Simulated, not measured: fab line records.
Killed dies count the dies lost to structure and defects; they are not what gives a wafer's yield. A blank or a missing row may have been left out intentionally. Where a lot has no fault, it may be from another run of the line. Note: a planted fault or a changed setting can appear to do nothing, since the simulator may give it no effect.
Split-lot study || flow sky130 || 23 wafers read from 5 lots, route of 708 steps

## THE SPLIT ITSELF
At SKY_VIA1_COAT_07 (resist thk 450 nm), the setting spin_rpm was moved away from the recipe's 3000 rpm on 9 of the 23 wafers read, by +3.5% to +7.3%. The other wafers ran this setting at the recipe's value.

## FROM THE SPLIT TO THE READING: what the file shows between them, 3 steps
- SKY_VIA1_SOFTBAKE_08: time 90 s
- SKY_VIA1_EXPOSE_09: exposes mask VIM, target cd 150 nm
- SKY_VIA1_ETCH_14: etches BARC in N2/H2, stops on SiO2, time 45.9 s, target depth 60 nm

## THE READING
KrF-thick_of_VIA1_COAT_07.thk_nm (the simulator's own value, which no gauge read), in nm, at SKY_VIA1_ETCH_15 (etches SiO2 in C4F8/O2/Ar, stops on TiN, target depth 351 nm, time 54 s). No usual value for it is given in the file. Here, 14 wafers ran the recipe; their average is 322.8 nm with a standard deviation of 2.6 nm.

{"wafer": "L075.1", "tool, chamber at the split": "litho_track-03, 0", "spin_rpm as run, rpm": 3000, "against the recipe": "recipe", "KrF-thick_of_VIA1_COAT_07.thk_nm, nm": 322.6, "against lot-mates on the recipe": "-"}
{"wafer": "L075.2", "tool, chamber at the split": "litho_track-03, 0", "spin_rpm as run, rpm": 3000, "against the recipe": "recipe", "KrF-thick_of_VIA1_COAT_07.thk_nm, nm": 322.5, "against lot-mates on the recipe": "-"}
{"wafer": "L075.3", "tool, chamber at the split": "litho_track-03, 0", "spin_rpm as run, rpm": 3000, "against the recipe": "recipe", "KrF-thick_of_VIA1_COAT_07.thk_nm, nm": 328.7, "against lot-mates on the recipe": "-"}
{"wafer": "L075.4", "tool, chamber at the split": "litho_track-03, 0", "spin_rpm as run, rpm": 3000, "against the recipe": "recipe", "KrF-thick_of_VIA1_COAT_07.thk_nm, nm": 324.7, "against lot-mates on the recipe": "-"}
{"wafer": "L075.6", "tool, chamber at the split": "litho_track-03, 0", "spin_rpm as run, rpm": 3000, "against the recipe": "recipe", "KrF-thick_of_VIA1_COAT_07.thk_nm, nm": 324.7, "against lot-mates on the recipe": "-"}
{"wafer": "L078.1", "tool, chamber at the split": "litho_track-04, 0", "spin_rpm as run, rpm": 3000, "against the recipe": "recipe", "KrF-thick_of_VIA1_COAT_07.thk_nm, nm": 321.9, "against lot-mates on the recipe": "-"}
{"wafer": "L078.3", "tool, chamber at the split": "litho_track-04, 0", "spin_rpm as run, rpm": 3105, "against the recipe": "+3.5%", "KrF-thick_of_VIA1_COAT_07.thk_nm, nm": 318.3, "against lot-mates on the recipe": -6.1}
{"wafer": "L078.4", "tool, chamber at the split": "litho_track-04, 0", "spin_rpm as run, rpm": 3105, "against the recipe": "+3.5%", "KrF-thick_of_VIA1_COAT_07.thk_nm, nm": 312.8, "against lot-mates on the recipe": -11.6}
{"wafer": "L078.5", "tool, chamber at the split": "litho_track-04, 0", "spin_rpm as run, rpm": 3000, "against the recipe": "recipe", "KrF-thick_of_VIA1_COAT_07.thk_nm, nm": 327, "against lot-mates on the recipe": "-"}
{"wafer": "L078.6", "tool, chamber at the split": "litho_track-04, 0", "spin_rpm as run, rpm": 3105, "against the recipe": "+3.5%", "KrF-thick_of_VIA1_COAT_07.thk_nm, nm": 314.5, "against lot-mates on the recipe": -9.9}
{"wafer": "L079.1", "tool, chamber at the split": "litho_track-02, 0", "spin_rpm as run, rpm": 3000, "against the recipe": "recipe", "KrF-thick_of_VIA1_COAT_07.thk_nm, nm": 323, "against lot-mates on the recipe": "-"}
{"wafer": "L079.2", "tool, chamber at the split": "litho_track-02, 0", "spin_rpm as run, rpm": 3110, "against the recipe": "+3.7%", "KrF-thick_of_VIA1_COAT_07.thk_nm, nm": 313.3, "against lot-mates on the recipe": -8.3}
{"wafer": "L079.3", "tool, chamber at the split": "litho_track-02, 0", "spin_rpm as run, rpm": 3000, "against the recipe": "recipe", "KrF-thick_of_VIA1_COAT_07.thk_nm, nm": 320.2, "against lot-mates on the recipe": "-"}
{"wafer": "L079.4", "tool, chamber at the split": "litho_track-02, 0", "spin_rpm as run, rpm": 3110, "against the recipe": "+3.7%", "KrF-thick_of_VIA1_COAT_07.thk_nm, nm": 310.8, "against lot-mates on the recipe": -10.8}
{"wafer": "L079.5", "tool, chamber at the split": "litho_track-02, 0", "spin_rpm as run, rpm": 3110, "against the recipe": "+3.7%", "KrF-thick_of_VIA1_COAT_07.thk_nm, nm": 312.7, "against lot-mates on the recipe": -8.9}
{"wafer": "L080.1", "tool, chamber at the split": "litho_track-03, 0", "spin_rpm as run, rpm": 3000, "against the recipe": "recipe", "KrF-thick_of_VIA1_COAT_07.thk_nm, nm": 321.6, "against lot-mates on the recipe": "-"}
{"wafer": "L080.4", "tool, chamber at the split": "litho_track-03, 0", "spin_rpm as run, rpm": 3000, "against the recipe": "recipe", "KrF-thick_of_VIA1_COAT_07.thk_nm, nm": 318.9, "against lot-mates on the recipe": "-"}
{"wafer": "L080.5", "tool, chamber at the split": "litho_track-03, 0", "spin_rpm as run, rpm": 3000, "against the recipe": "recipe", "KrF-thick_of_VIA1_COAT_07.thk_nm, nm": 320.1, "against lot-mates on the recipe": "-"}
{"wafer": "L081.1", "tool, chamber at the split": "litho_track-02, 0", "spin_rpm as run, rpm": 3000, "against the recipe": "recipe", "KrF-thick_of_VIA1_COAT_07.thk_nm, nm": 321.8, "against lot-mates on the recipe": "-"}
{"wafer": "L081.2", "tool, chamber at the split": "litho_track-02, 0", "spin_rpm as run, rpm": 3219, "against the recipe": "+7.3%", "KrF-thick_of_VIA1_COAT_07.thk_nm, nm": 307, "against lot-mates on the recipe": -14.7}
{"wafer": "L081.4", "tool, chamber at the split": "litho_track-02, 0", "spin_rpm as run, rpm": 3219, "against the recipe": "+7.3%", "KrF-thick_of_VIA1_COAT_07.thk_nm, nm": 303.9, "against lot-mates on the recipe": -17.8}
{"wafer": "L081.5", "tool, chamber at the split": "litho_track-02, 0", "spin_rpm as run, rpm": 3219, "against the recipe": "+7.3%", "KrF-thick_of_VIA1_COAT_07.thk_nm, nm": 306.1, "against lot-mates on the recipe": -15.6}
{"wafer": "L081.6", "tool, chamber at the split": "litho_track-02, 0", "spin_rpm as run, rpm": 3000, "against the recipe": "recipe", "KrF-thick_of_VIA1_COAT_07.thk_nm, nm": 321.6, "against lot-mates on the recipe": "-"}

FIT RESULTS
A straight line over all 23 wafers: KrF-thick_of_VIA1_COAT_07.thk_nm changes by -2.4 nm for each +1% of spin_rpm; r = -0.93; the points scatter about the line by 2.5 nm.
The same after taking each lot's own level away (the mean of its wafers on the recipe; 23 wafers): -2.29 nm for each +1%; r = -0.96; scatter 1.9 nm.
On that fit, the largest move of spin_rpm shifts the reading by 17 nm.
The span of the lots' own levels, 320.20 to 324.64 nm, comes to 1.7 times the standard deviation stated above.
So the lot-to-lot level changes the slope little: the two slopes agree.
Check: -17.6 nm against its lot-mates is what the line predicts for one of the wafers moved furthest among these (+7.3%) when that wafer is left out of the fit. It came out at -14.7 nm against them.

## FURTHER SPLITS ON THESE WAFERS
Before the reading, these wafers also passed through other splits. Each is held against what the fit with the lots' levels taken away leaves over:
{"other split on the same wafers": "SKY_CONTACT_SPUTTER_23 power_w", "wafers away from the commonest value": 11, "r with KrF-thick_of_VIA1_COAT_07.thk_nm (lot level and that fit taken away)": "+0.12"}
{"other split on the same wafers": "SKY_METAL1_COAT_10 spin_rpm", "wafers away from the commonest value": 12, "r with KrF-thick_of_VIA1_COAT_07.thk_nm (lot level and that fit taken away)": -0.40}
{"other split on the same wafers": "SKY_METAL1_DEVELOP_14 dev_temp_c", "wafers away from the commonest value": 9, "r with KrF-thick_of_VIA1_COAT_07.thk_nm (lot level and that fit taken away)": "+0.06"}
{"other split on the same wafers": "SKY_VIA1_CMP_02 leave_above_ref_nm", "wafers away from the commonest value": 7, "r with KrF-thick_of_VIA1_COAT_07.thk_nm (lot level and that fit taken away)": "+0.10"}

## THE WHOLE CHAIN: every reading that the file lists as answering this split, in the file's order
{"step": "SKY_VIA1_COAT_07", "what it does": "resist thk 450 nm", "reading": "KrF-thick_of_VIA1_COAT_07.thk_nm (the simulator's own value, which no gauge read)", "change (the file's fit)": "-2.21 nm for each +1% of the setting", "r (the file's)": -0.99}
{"step": "SKY_VIA1_ETCH_15", "what it does": "etches SiO2 in C4F8/O2/Ar, stops on TiN, target depth 351 nm, time 54 s", "reading": "KrF-thick_of_VIA1_COAT_07.thk_nm (the simulator's own value, which no gauge read)", "change (the file's fit)": "-2.33 nm for each +1% of the setting", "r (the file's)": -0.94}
{"step": "SKY_VIA1_STRIP_16", "what it does": "strips in O2/N2", "reading": "strip_time_to_endpoint_s", "change (the file's fit)": "withheld for each +1% of the setting", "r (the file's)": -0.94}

## FILE'S OWN FIT
KrF-thick_of_VIA1_COAT_07.thk_nm changes by -2.33 nm for each +1% of spin_rpm, r = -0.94.
